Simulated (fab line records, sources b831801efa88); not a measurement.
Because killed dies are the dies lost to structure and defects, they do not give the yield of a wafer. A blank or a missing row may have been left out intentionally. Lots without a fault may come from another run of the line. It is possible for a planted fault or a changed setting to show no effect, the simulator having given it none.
A struck lot beside a sound one	flow sky130	17 steps out of a route of 708
Sound: these wafers, L312.1, L312.2, L312.5. Struck: wafers L307.2, L307.3, L307.6. The cause is given at the end.
At each step with rows: each side's tool, then ch and its chambers, then its first start. Under that, the readings that differ: sound wafers	struck wafers	difference of the means	sigmas: that difference in standard deviations of wafers without a fault.
alike: same words and numbers on both sides, and readings whose means sit less than 2 such deviations apart. not compared: any withheld reading, any reading some wafer has no value for, any bound like >300 that may hide the same value, and any number with overlapping values for which the record gives no deviation.
A row with sigmas, a row that says differs or no value, or rows on one side alone: a step with any of these is where the two part. Non-overlapping numbers with no deviation appear without sigmas and do not part them. A reading that every wafer of one side lacks parts them only if that side has two wafers or more.

SKY_POLY_GATE_THK_MEAS_04:
  sound on film metro-02, day 20 08:44; struck on film metro-03, day 19 08:46
reading	sound	struck	difference	sigmas
POLY_GATE_CVD_03_THK (nm)	75.5 75.9 75.4	73.8 73.6 74.3	-1.7	-3
then, 8 steps without rows for these wafers: SKY_POLY_GATE_DEHYDRATE_05 (time 60 s); SKY_POLY_GATE_HMDS_06 (prime time 60 s); SKY_POLY_GATE_COAT_07 (resist thk 110 nm); SKY_POLY_GATE_COAT_08 (resist thk 450 nm); SKY_POLY_GATE_SOFTBAKE_09 (time 90 s); SKY_POLY_GATE_EXPOSE_10 (exposes mask P1M, target cd 150 nm); SKY_POLY_GATE_PEB_11; SKY_POLY_GATE_DEVELOP_12 (develop time 60 s).
SKY_POLY_GATE_CD_MEAS_13 targets a cd of 150 nm.
  sound on cd sem-02, day 21 15:52; struck on cd sem-02, day 20 16:18
  alike: cd nm
SKY_POLY_GATE_OVL_MEAS_14:
  sound on overlay-01, day 21 15:59; struck on overlay-02, day 20 16:25
  alike: POLY_GATE_OVL
SKY_POLY_GATE_ETCH_15: etches BARC in N2/H2, stops on SiO2, time 118.5 s, target depth 110 nm.
  sound on rie diel-04 ch 0,1,3, day 21 16:01; struck on rie diel-04 ch 2,3, day 20 16:26
  alike: bias w, chamber pressure mTorr, drypump motor current A, oes product au, throttle valve pct
  not compared: rf hours counter h
SKY_POLY_GATE_ETCH_16: etches Si3N4 in CH3F/O2, stops on poly-Si, time 147.5 s, target depth 75 nm.
  sound on rie diel-04 ch 0,1,3, day 21 16:06; struck on rie diel-04 ch 2,3, day 20 16:31
  no value came back on the struck wafers for any of 5 readings (O2_flow_sccm (sccm), bias w (W) and others); on the sound wafers O2_flow_sccm (sccm) reads 29.83 29.86 30.03
reading	sound	struck	difference	sigmas
model.KrF-thick_of_POLY_GATE_COAT_08.thk nm (nm)	233.2 235.8 237.4	344.3 345.9 344.7	+109.5	
  not compared: rf hours counter h
SKY_POLY_GATE_ETCH_17: etches poly-Si in HBr/Cl2, stops on SiO2, target depth 180 nm, time 70.5 s.
  sound on rie si-01 ch 1,3, day 21 16:12; struck on rie si-02 ch 0,3, day 20 16:37
reading	sound	struck	difference	sigmas
model.KrF-thick_of_POLY_GATE_COAT_08.thk nm (nm)	140.7 144 146	250.1 253.1 251.6	+108.0	
  alike: HBr_flow_sccm, bias w, drypump motor current A, he backside leak sccm, oes product au, throttle valve pct
  not compared: rf hours counter h
SKY_POLY_GATE_STRIP_18: strips in O2/N2.
  sound on plasma asher-02 ch 0,1, day 21 16:15; struck on plasma asher-04 ch 0,1, day 20 16:41
reading	sound	struck	difference	sigmas
oes product au (a.u.)	0.351 0.359 0.360	0.411 0.412 0.408	+0.054	+11
strip time to endpoint s (s)	3.16 3.20 3.25	4.35 4.40 4.37	+1.17	+34
  alike: drypump motor current A
  not compared: rf hours counter h
then, 1 step without rows for these wafers: SKY_POLY_GATE_CLEAN_19 (cleans in SC1/SC2, time 150 s).
-- record jumps: 28 days separate the struck wafers' starts on either side; left off in module POLY_GATE, taken up again in module PAD_OPEN, whose first shown step is the route's number 708 --
SKY_PAD_OPEN_PROBE_99:
  sound on prober-01, day 49 04:00; struck on prober-01, day 48 19:34
reading	sound	struck	difference	sigmas
killed at front end	16 24 16	420 428 428	+407	+87
killed dies	88 91 76	492 492 492	+407	+41
killed on rim	12 17 13	96 96 96	+82	+18
  alike: killed_at_M0_to_M3, killed_at_M4_up, killed at contacts, killed at other, killed open, killed short

== WHERE THEY PART ==
Earliest at SKY_POLY_GATE_THK_MEAS_04; latest, in this record, at SKY_PAD_OPEN_PROBE_99.

WHY: what had been put in by the simulator
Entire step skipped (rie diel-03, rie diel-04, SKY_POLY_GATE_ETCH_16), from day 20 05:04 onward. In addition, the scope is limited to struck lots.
